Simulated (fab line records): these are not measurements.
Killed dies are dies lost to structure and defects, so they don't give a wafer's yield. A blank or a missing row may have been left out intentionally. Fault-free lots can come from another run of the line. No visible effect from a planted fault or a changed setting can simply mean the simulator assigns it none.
fab line records + flow sky130
record
- lots=10
- wafers=30
- last_day=50
route steps=708 shown METAL2@499 VIA2@527 METAL4@630 PASSIVATION@683 PAD_OPEN@701
lots untouched by any fault: they come from a run of this same line in which no faults occurred
start_h: the number of hours between the record's first day and the start of the first shown wafer of the lot + wait_h: hours from the lot's prior step to this one + " repeats the value in the row above + L1.1+2: several wafers, shown together as one row + - either no value or no given start + * or withheld: withheld + < > ~ a bound
route shown NAME@n: a module of which the file shows steps, and the number in the route of the first + usual: mean and standard deviation over wafers with no fault + same: alike in all rows + chamber/n: place in a boat + sites: the reading at each site + _std_site: standard deviation of those values + _edge_site: the outer-site mean with the inner-site mean subtracted + radius_mm: for every site, how far away it sits from the centre of the wafer + mask NAME#n: copy n + behind: the tool/chamber that last shaped the wafer + hold: reason for holding the lot/hours on hold/outcome of the hold + device: whichever transistor did not switch (one of n, p or np) + end of line: tests of these same wafers at the route's end + a step given without rows: its recipe and nothing more + killed: at the first sort, the dies lost to defects and structure; wafer yield is something else + map: the dies of a wafer, with x for killed, . for not killed, _ for no die there
set.NAME: the setting as run; set.NAME@STEP: as run at that earlier step + model.NAME: the simulator's own value behind a step, which no gauge read
steps of the route over a sample of lots; a table a step, a row a wafer
services: from which hour (start_h, from the record's first day; less than 0 if before it) a tool's chamber was out of use, for how many hours, and why
## steps
# step SKY_METAL2_OVL_MEAS_16
# usual
- METAL2_OVL=1/5.7
| lot.wafer | tool       | chamber | start_h | wait_h | METAL2_OVL[nm] |
|-----------|------------|---------|---------|--------|----------------|
| L379.1    | overlay-01 | -       | 831.58  | 0.1    | 0              |
| L379.4    | "          | -       | "       | "      | 0              |
| L379.5    | "          | -       | "       | "      | 4              |
| L380.2    | overlay-01 | -       | 836.16  | 0.1    | 7              |
| L380.3    | "          | -       | "       | "      | 2              |
| L380.6    | "          | -       | "       | "      | 5              |
| L381.1    | overlay-02 | -       | 844.83  | 0.1    | -12            |
| L381.4    | "          | -       | "       | "      | -10            |
| L381.5    | "          | -       | "       | "      | -9             |
| L384.3    | overlay-02 | -       | 863.41  | 0.1    | 1              |
| L384.5    | "          | -       | "       | "      | 3              |
| L384.6    | "          | -       | "       | "      | 2              |
| L385.1    | overlay-01 | -       | 868.30  | 0.1    | 11             |
| L385.3    | "          | -       | "       | "      | 9              |
| L385.5    | "          | -       | "       | "      | 8              |
| L386.1    | overlay-01 | -       | 875.70  | 0.1    | 3              |
| L386.3    | "          | -       | "       | "      | 8              |
| L386.6    | "          | -       | "       | "      | 10             |
| L387.1    | overlay-01 | -       | 885.70  | 0.1    | 1              |
| L387.2    | "          | -       | "       | "      | 3              |
| L387.6    | "          | -       | "       | "      | -1             |
| L395.1    | overlay-01 | -       | 942.60  | 0.1    | 0              |
| L395.2    | "          | -       | "       | "      | -5             |
| L395.5    | "          | -       | "       | "      | -4             |
| L399.4    | overlay-01 | -       | 973.12  | 0.1    | 5              |
| L399.5    | "          | -       | "       | "      | 2              |
| L399.6    | "          | -       | "       | "      | 4              |
| L401.3    | overlay-02 | -       | 979.86  | 0.1    | 8              |
| L401.5    | "          | -       | "       | "      | 15             |
| L401.6    | "          | -       | "       | "      | 9              |
# step SKY_VIA2_SPUTTER_20
# recipe
- material=TiN
- target_thk_nm=20
- chamber_pressure_pa=5
- power_w=4000
- time_s=80
# usual
- cathode_dc_power_W=3999.9/0.73
- throttle_valve_pct=30.1/1.2
| lot.wafer | tool           | chamber | start_h | wait_h | cathode_dc_power_W | throttle_valve_pct |
|-----------|----------------|---------|---------|--------|--------------------|--------------------|
| L379.1    | pvd_sputter-01 | -       | 860.07  | 0.0    | 4001.0             | 29.4               |
| L379.4    | "              | -       | "       | "      | 4000.2             | 28.1               |
| L379.5    | "              | -       | "       | "      | 4000.9             | 28.1               |
| L380.2    | pvd_sputter-03 | -       | 865.03  | 0.0    | 3999.6             | 30.3               |
| L380.3    | "              | -       | "       | "      | 4000.0             | 30.3               |
| L380.6    | "              | -       | "       | "      | 4001.1             | 30.0               |
| L381.1    | pvd_sputter-01 | -       | 873.21  | 0.0    | 4000.0             | 29.8               |
| L381.4    | "              | -       | "       | "      | 3999.1             | 31.5               |
| L381.5    | "              | -       | "       | "      | 4000.1             | 28.2               |
| L384.3    | pvd_sputter-01 | -       | 892.15  | 0.0    | 4000.7             | 28.0               |
| L384.5    | "              | -       | "       | "      | 3999.9             | 28.0               |
| L384.6    | "              | -       | "       | "      | 3999.5             | 29.5               |
| L385.1    | pvd_sputter-04 | -       | 896.82  | 0.0    | 3999.9             | 30.8               |
| L385.3    | "              | -       | "       | "      | 3999.9             | 29.2               |
| L385.5    | "              | -       | "       | "      | 4000.0             | 30.7               |
| L386.1    | pvd_sputter-04 | -       | 904.11  | 0.0    | 4000.5             | 31.3               |
| L386.3    | "              | -       | "       | "      | 4001.0             | 31.1               |
| L386.6    | "              | -       | "       | "      | 3999.1             | 29.2               |
| L387.1    | pvd_sputter-04 | -       | 913.88  | 0.0    | 4000.0             | 29.1               |
| L387.2    | "              | -       | "       | "      | 4000.1             | 31.0               |
| L387.6    | "              | -       | "       | "      | 3999.3             | 31.1               |
| L395.1    | pvd_sputter-04 | -       | 969.01  | 0.0    | 4000.0             | 29.1               |
| L395.2    | "              | -       | "       | "      | 4000.2             | 31.0               |
| L395.5    | "              | -       | "       | "      | 4000.9             | 30.9               |
| L399.4    | pvd_sputter-01 | -       | 999.13  | 0.0    | 4000.7             | 30.5               |
| L399.5    | "              | -       | "       | "      | 4000.0             | 29.8               |
| L399.6    | "              | -       | "       | "      | 4000.0             | 28.0               |
| L401.3    | pvd_sputter-01 | -       | 1004.91 | 0.0    | 3999.0             | 30.6               |
| L401.5    | "              | -       | "       | "      | 4002.2             | 30.7               |
| L401.6    | "              | -       | "       | "      | 3999.9             | 29.6               |
# step SKY_METAL4_OVL_MEAS_14
# usual
- METAL4_OVL=4/5.2
| lot.wafer | tool       | chamber | start_h | wait_h | METAL4_OVL[nm] |
|-----------|------------|---------|---------|--------|----------------|
| L379.1    | overlay-02 | -       | 990.65  | 0.1    | 14             |
| L379.4    | "          | -       | "       | "      | 11             |
| L379.5    | "          | -       | "       | "      | 7              |
| L380.2    | overlay-01 | -       | 995.89  | 0.1    | -2             |
| L380.3    | "          | -       | "       | "      | 0              |
| L380.6    | "          | -       | "       | "      | 0              |
| L381.1    | overlay-02 | -       | 1001.45 | 0.1    | -1             |
| L381.4    | "          | -       | "       | "      | -4             |
| L381.5    | "          | -       | "       | "      | -3             |
| L384.3    | overlay-02 | -       | 1023.26 | 0.1    | 8              |
| L384.5    | "          | -       | "       | "      | 0              |
| L384.6    | "          | -       | "       | "      | 8              |
| L385.1    | overlay-01 | -       | 1024.80 | 0.1    | 7              |
| L385.3    | "          | -       | "       | "      | 13             |
| L385.5    | "          | -       | "       | "      | 11             |
| L386.1    | overlay-01 | -       | 1028.09 | 0.1    | 3              |
| L386.3    | "          | -       | "       | "      | 5              |
| L386.6    | "          | -       | "       | "      | 1              |
| L387.1    | overlay-02 | -       | 1036.69 | 0.1    | 8              |
| L387.2    | "          | -       | "       | "      | 1              |
| L387.6    | "          | -       | "       | "      | 11             |
| L395.1    | overlay-02 | -       | 1085.25 | 0.1    | 1              |
| L395.2    | "          | -       | "       | "      | 2              |
| L395.5    | "          | -       | "       | "      | 1              |
| L399.4    | overlay-02 | -       | 1113.47 | 0.1    | -4             |
| L399.5    | "          | -       | "       | "      | -5             |
| L399.6    | "          | -       | "       | "      | 0              |
| L401.3    | overlay-01 | -       | 1117.57 | 0.1    | 1              |
| L401.5    | "          | -       | "       | "      | 7              |
| L401.6    | "          | -       | "       | "      | 1              |
# step SKY_PASSIVATION_CVD_02
# recipe
- material=Si3N4
- target_thk_nm=540
- temp_c=400
- time_s=withheld
- rf_w=450
# usual
- heater_power_w=657/74
| lot.wafer | tool     | chamber | start_h | wait_h | heater_power_w |
|-----------|----------|---------|---------|--------|----------------|
| L379.1    | pecvd-04 | 2       | 1040.43 | 0.1    | 598            |
| L379.4    | "        | 2       | "       | "      | 631            |
| L379.5    | "        | 0       | "       | "      | 659            |
| L380.2    | pecvd-01 | 0       | 1045.27 | 0.0    | 635            |
| L380.3    | "        | 2       | "       | "      | 671            |
| L380.6    | "        | 1       | "       | "      | 642            |
| L381.1    | pecvd-01 | 1       | 1050.57 | 0.1    | 812            |
| L381.4    | "        | 1       | "       | "      | 637            |
| L381.5    | "        | 2       | "       | "      | 671            |
| L384.3    | pecvd-04 | 0       | 1071.55 | 0.1    | 648            |
| L384.5    | "        | 0       | "       | "      | 685            |
| L384.6    | "        | 1       | "       | "      | 552            |
| L385.1    | pecvd-04 | 1       | 1072.57 | 0.1    | 623            |
| L385.3    | "        | 1       | "       | "      | 656            |
| L385.5    | "        | 0       | "       | "      | 633            |
| L386.1    | pecvd-04 | 2       | 1075.16 | 0.1    | 712            |
| L386.3    | "        | 0       | "       | "      | 694            |
| L386.6    | "        | 2       | "       | "      | 645            |
| L387.1    | pecvd-04 | 0       | 1083.12 | 0.1    | 719            |
| L387.2    | "        | 1       | "       | "      | 626            |
| L387.6    | "        | 0       | "       | "      | 580            |
| L395.1    | pecvd-01 | 2       | 1128.18 | 0.1    | 592            |
| L395.2    | "        | 0       | "       | "      | 579            |
| L395.5    | "        | 1       | "       | "      | 623            |
| L399.4    | pecvd-01 | 0       | 1155.83 | 0.1    | 691            |
| L399.5    | "        | 2       | "       | "      | 645            |
| L399.6    | "        | 1       | "       | "      | 748            |
| L401.3    | pecvd-03 | 0       | 1159.12 | 0.1    | 532            |
| L401.5    | "        | 1       | "       | "      | 567            |
| L401.6    | "        | 0       | "       | "      | 555            |
# step SKY_PASSIVATION_THK_MEAS_03
# recipe
- reads=Si3N4_of_PASSIVATION_CVD_02
# usual
- PASSIVATION_CVD_02_THK=540/7.7
| lot.wafer | tool          | chamber | start_h | wait_h | PASSIVATION_CVD_02_THK[nm] |
|-----------|---------------|---------|---------|--------|----------------------------|
| L379.1    | film_metro-02 | -       | 1040.66 | -      | 525                        |
| L379.4    | "             | -       | "       | "      | 535                        |
| L379.5    | "             | -       | "       | "      | 551                        |
| L380.2    | film_metro-02 | -       | 1045.51 | -      | 540                        |
| L380.3    | "             | -       | "       | "      | 542                        |
| L380.6    | "             | -       | "       | "      | 542                        |
| L381.1    | film_metro-03 | -       | 1050.79 | -      | 520                        |
| L381.4    | "             | -       | "       | "      | 529                        |
| L381.5    | "             | -       | "       | "      | 532                        |
| L384.3    | film_metro-02 | -       | 1071.80 | -      | 546                        |
| L384.5    | "             | -       | "       | "      | 541                        |
| L384.6    | "             | -       | "       | "      | 541                        |
| L385.1    | film_metro-03 | -       | 1073.02 | -      | 536                        |
| L385.3    | "             | -       | "       | "      | 539                        |
| L385.5    | "             | -       | "       | "      | 546                        |
| L386.1    | film_metro-01 | -       | 1075.50 | -      | 531                        |
| L386.3    | "             | -       | "       | "      | 257                        |
| L386.6    | "             | -       | "       | "      | 541                        |
| L387.1    | film_metro-03 | -       | 1083.35 | -      | 538                        |
| L387.2    | "             | -       | "       | "      | 256                        |
| L387.6    | "             | -       | "       | "      | 558                        |
| L395.1    | film_metro-01 | -       | 1128.40 | -      | 542                        |
| L395.2    | "             | -       | "       | "      | 542                        |
| L395.5    | "             | -       | "       | "      | 542                        |
| L399.4    | film_metro-01 | -       | 1155.97 | -      | 544                        |
| L399.5    | "             | -       | "       | "      | 544                        |
| L399.6    | "             | -       | "       | "      | 542                        |
| L401.3    | film_metro-02 | -       | 1159.37 | -      | 536                        |
| L401.5    | "             | -       | "       | "      | 538                        |
| L401.6    | "             | -       | "       | "      | 539                        |
# step SKY_PASSIVATION_ETCH_11
# recipe
- chemistry=CF4/O2
- target_depth_nm=725
- stop_on=AlCu
- source_w=800
- bias_w=150
- pressure_mtorr=150
- cf4_flow_sccm=80
- O2_flow_sccm=10
- time_s=161.1
# usual
- drypump_motor_current_A=5.4/0.37
- oes_product_au=0.975/0.0079
- throttle_valve_pct=5.963/0.0097
| lot.wafer | tool        | chamber | start_h | wait_h | drypump_motor_current_A | oes_product_au | rf_hours_counter_h | throttle_valve_pct |
|-----------|-------------|---------|---------|--------|-------------------------|----------------|--------------------|--------------------|
| L379.1    | rie_diel-02 | 2       | 1062.67 | -      | 5.9                     | 0.968          | 23                 | 5.967              |
| L379.4    | "           | 1       | "       | "      | 5.3                     | 0.972          | 26                 | 5.958              |
| L379.5    | "           | 0       | "       | "      | 4.7                     | 0.985          | -                  | 5.957              |
| L380.2    | rie_diel-03 | 0       | 1067.67 | -      | 5.2                     | 0.970          | 19                 | 5.975              |
| L380.3    | "           | 1       | "       | "      | 5.5                     | 0.970          | 18                 | 5.966              |
| L380.6    | "           | 0       | "       | "      | 5.2                     | 0.978          | -                  | 5.967              |
| L381.1    | rie_diel-01 | 0       | 1072.28 | -      | 5.8                     | 0.960          | 12                 | 5.952              |
| L381.4    | "           | 3       | "       | "      | 5.9                     | 0.968          | 5                  | 5.958              |
| L381.5    | "           | 1       | "       | "      | 5.5                     | 0.973          | -                  | 5.984              |
| L384.3    | rie_diel-02 | 2       | 1092.83 | -      | 5.9                     | 0.977          | 25                 | 5.961              |
| L384.5    | "           | 0       | "       | "      | 4.7                     | 0.984          | -                  | 5.962              |
| L384.6    | "           | 3       | "       | "      | 4.7                     | 0.980          | -                  | 5.980              |
| L385.1    | rie_diel-01 | 0       | 1093.52 | -      | 5.8                     | 0.975          | 13                 | 5.949              |
| L385.3    | "           | 3       | "       | "      | 5.8                     | 0.981          | 6                  | 5.973              |
| L385.5    | "           | 2       | "       | "      | 5.2                     | 0.967          | -                  | 5.968              |
| L386.1    | rie_diel-01 | 1       | 1095.87 | -      | 5.5                     | 0.965          | 14                 | 5.957              |
| L386.3    | "           | 3       | "       | "      | 5.8                     | 0.736          | 6                  | 5.910              |
| L386.6    | "           | 0       | "       | "      | 5.8                     | 0.978          | -                  | 5.958              |
| L387.1    | rie_diel-01 | 0       | 1102.92 | -      | 5.8                     | 0.974          | 13                 | 5.966              |
| L387.2    | "           | 1       | "       | "      | 5.5                     | 0.734          | 14                 | 5.898              |
| L387.6    | "           | 3       | "       | "      | 5.8                     | 0.990          | -                  | 5.966              |
| L395.1    | rie_diel-01 | 2       | 1146.52 | -      | 5.1                     | 0.969          | 17                 | 5.969              |
| L395.2    | "           | 3       | "       | "      | 5.8                     | 0.979          | 8                  | 5.977              |
| L395.5    | "           | 2       | "       | "      | 5.1                     | 0.976          | -                  | 5.953              |
| L399.4    | rie_diel-03 | 2       | 1172.37 | -      | 5.2                     | 0.977          | 17                 | 5.971              |
| L399.5    | "           | 0       | "       | "      | 5.3                     | 0.972          | -                  | 5.951              |
| L399.6    | "           | 3       | "       | "      | 5.2                     | 0.968          | -                  | 5.955              |
| L401.3    | rie_diel-02 | 2       | 1175.63 | -      | 5.9                     | 0.969          | 27                 | 5.972              |
| L401.5    | "           | 1       | "       | "      | 5.3                     | 0.967          | -                  | 5.951              |
| L401.6    | "           | 2       | "       | "      | 5.9                     | 0.984          | -                  | 5.982              |
# step SKY_PAD_OPEN_ETCH_07
# recipe
- chemistry=CF4/O2
- target_depth_nm=725
- stop_on=AlCu
- source_w=800
- bias_w=150
- pressure_mtorr=150
- cf4_flow_sccm=80
- O2_flow_sccm=10
- time_s=161.1
# usual
- drypump_motor_current_A=5.5/0.55
- oes_product_au=0.975/0.0083
- throttle_valve_pct=5.963/0.01
| lot.wafer | tool        | chamber | start_h | wait_h | drypump_motor_current_A | oes_product_au | rf_hours_counter_h | throttle_valve_pct |
|-----------|-------------|---------|---------|--------|-------------------------|----------------|--------------------|--------------------|
| L379.1    | rie_diel-04 | 2       | 1083.32 | -      | 6.1                     | 0.966          | 16                 | 5.959              |
| L379.4    | "           | 0       | "       | "      | 5.8                     | 0.975          | -                  | 5.955              |
| L379.5    | "           | 1       | "       | "      | 6.2                     | 0.990          | -                  | 5.972              |
| L380.2    | rie_diel-02 | 3       | 1088.43 | -      | 4.7                     | 0.980          | 24                 | 5.970              |
| L380.3    | "           | 1       | "       | "      | 5.3                     | 0.979          | 27                 | 5.964              |
| L380.6    | "           | 1       | "       | "      | 5.3                     | 0.973          | -                  | 5.959              |
| L381.1    | rie_diel-04 | 2       | 1093.08 | -      | 6.1                     | 0.954          | 17                 | 5.956              |
| L381.4    | "           | 1       | "       | "      | 6.2                     | 0.968          | -                  | 5.975              |
| L381.5    | "           | 2       | "       | "      | 6.1                     | 0.976          | -                  | 5.952              |
| L384.3    | rie_diel-02 | 3       | 1112.53 | -      | 4.7                     | 0.982          | -                  | 5.952              |
| L384.5    | "           | 3       | "       | "      | 4.7                     | 0.978          | -                  | 5.967              |
| L384.6    | "           | 1       | "       | "      | 5.3                     | 0.973          | -                  | 5.973              |
| L385.1    | rie_diel-03 | 2       | 1114.38 | -      | 5.2                     | 0.970          | 15                 | 5.959              |
| L385.3    | "           | 3       | "       | "      | 5.1                     | 0.974          | 15                 | 5.948              |
| L385.5    | "           | 2       | "       | "      | 5.2                     | 0.972          | -                  | 5.963              |
| L386.1    | rie_diel-04 | 1       | 1115.98 | -      | 6.2                     | 0.964          | 10                 | 5.968              |
| L386.3    | "           | 0       | "       | "      | 5.8                     | 0.738          | 16                 | 5.880              |
| L386.6    | "           | 1       | "       | "      | 6.2                     | 0.975          | -                  | 5.953              |
| L387.1    | rie_diel-02 | 3       | 1122.22 | -      | 4.7                     | 0.976          | 26                 | 5.957              |
| L387.2    | "           | 0       | "       | "      | 4.7                     | 0.739          | 23                 | 5.899              |
| L387.6    | "           | 0       | "       | "      | 4.7                     | 0.985          | -                  | 5.956              |
| L395.1    | rie_diel-03 | 2       | 1163.82 | -      | 5.2                     | 0.969          | 17                 | 5.961              |
| L395.2    | "           | 3       | "       | "      | 5.2                     | 0.965          | 17                 | 5.951              |
| L395.5    | "           | 2       | "       | "      | 5.2                     | 0.974          | -                  | 5.974              |
| L399.4    | rie_diel-02 | 3       | 1189.48 | -      | 4.7                     | 0.980          | -                  | 5.965              |
| L399.5    | "           | 1       | "       | "      | 5.3                     | 0.984          | -                  | 5.974              |
| L399.6    | "           | 0       | "       | "      | 4.7                     | 0.977          | -                  | 5.954              |
| L401.3    | rie_diel-03 | 2       | 1192.03 | -      | 5.2                     | 0.976          | 18                 | 5.971              |
| L401.5    | "           | 3       | "       | "      | 5.2                     | 0.952          | -                  | 5.958              |
| L401.6    | "           | 2       | "       | "      | 5.2                     | 0.976          | -                  | 5.968              |
## services
| tool        | chamber | start_h | hours | kind   |
|-------------|---------|---------|-------|--------|
| rie_diel-02 | 2       | 854.72  | 8.8   | repair |
| rie_diel-02 | -       | 871.26  | 2.8   | pm     |
| rie_diel-01 | -       | 888.69  | 14.6  | pm     |
| rie_diel-02 | 1       | 892.19  | 8.5   | repair |
| rie_diel-01 | 3       | 910.61  | 9.8   | repair |
| rie_diel-01 | 1       | 918.44  | 27.8  | repair |
| rie_diel-03 | 0       | 947.33  | 12.4  | repair |
| rie_diel-01 | 2       | 949.64  | 21.7  | repair |
| rie_diel-01 | 1       | 957.21  | 3.2   | repair |
| rie_diel-01 | 3       | 1016.94 | 6.3   | repair |
| rie_diel-03 | 2       | 1024.72 | 9.9   | repair |
| rie_diel-02 | 0       | 1040.71 | 1.9   | repair |
| pecvd-04    | 2       | 1059.04 | 13.7  | repair |
| rie_diel-03 | 3       | 1063.77 | 17.9  | repair |
| rie_diel-03 | -       | 1072.20 | 4.3   | pm     |
| rie_diel-03 | 1       | 1078.79 | 2.0   | repair |
| rie_diel-02 | 3       | 1080.24 | 2.9   | repair |
| pecvd-04    | 0       | 1081.13 | 1.7   | repair |
| rie_diel-02 | 2       | 1094.70 | 5.1   | repair |
| rie_diel-02 | 1       | 1097.07 | 5.6   | repair |
| rie_diel-03 | 1       | 1108.41 | 6.3   | repair |
| rie_diel-02 | 2       | 1110.10 | 3.2   | repair |
| rie_diel-02 | 0       | 1110.33 | 6.1   | repair |
| rie_diel-02 | 3       | 1172.30 | 7.0   | repair |
## key
first_sign
- step=SKY_PASSIVATION_THK_MEAS_03
- reading=PASSIVATION_CVD_02_THK
- direction=down
- sigmas=37
- usual=540
- struck=257
effect
- step=SKY_PASSIVATION_ETCH_11
- reading=oes_product_au
- direction=down
- sigmas=30
- usual=0.975
- struck=0.735
effect
- step=SKY_PAD_OPEN_ETCH_07
- reading=oes_product_au
- direction=down
- sigmas=29
- usual=0.975
- struck=0.739
met_at SKY_PASSIVATION_CVD_02
struck_lots L386,L387
struck_wafers L386.3,L387.2
not_acting_at SKY_METAL2_OVL_MEAS_16,SKY_VIA2_SPUTTER_20,SKY_METAL4_OVL_MEAS_14
onset_between 1072.57 1075.16
fault
- kind=process_parameter_drift
- tool=pecvd-04
- chamber=-
- onset_h=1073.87
- steps=SKY_PASSIVATION_CVD_02
- channel=target_thk_nm
- offset=-290.79
- shape=step
- end_h=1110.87
- scope=struck_wafers_only
- acts_in=these_recipes_only
- stated=540
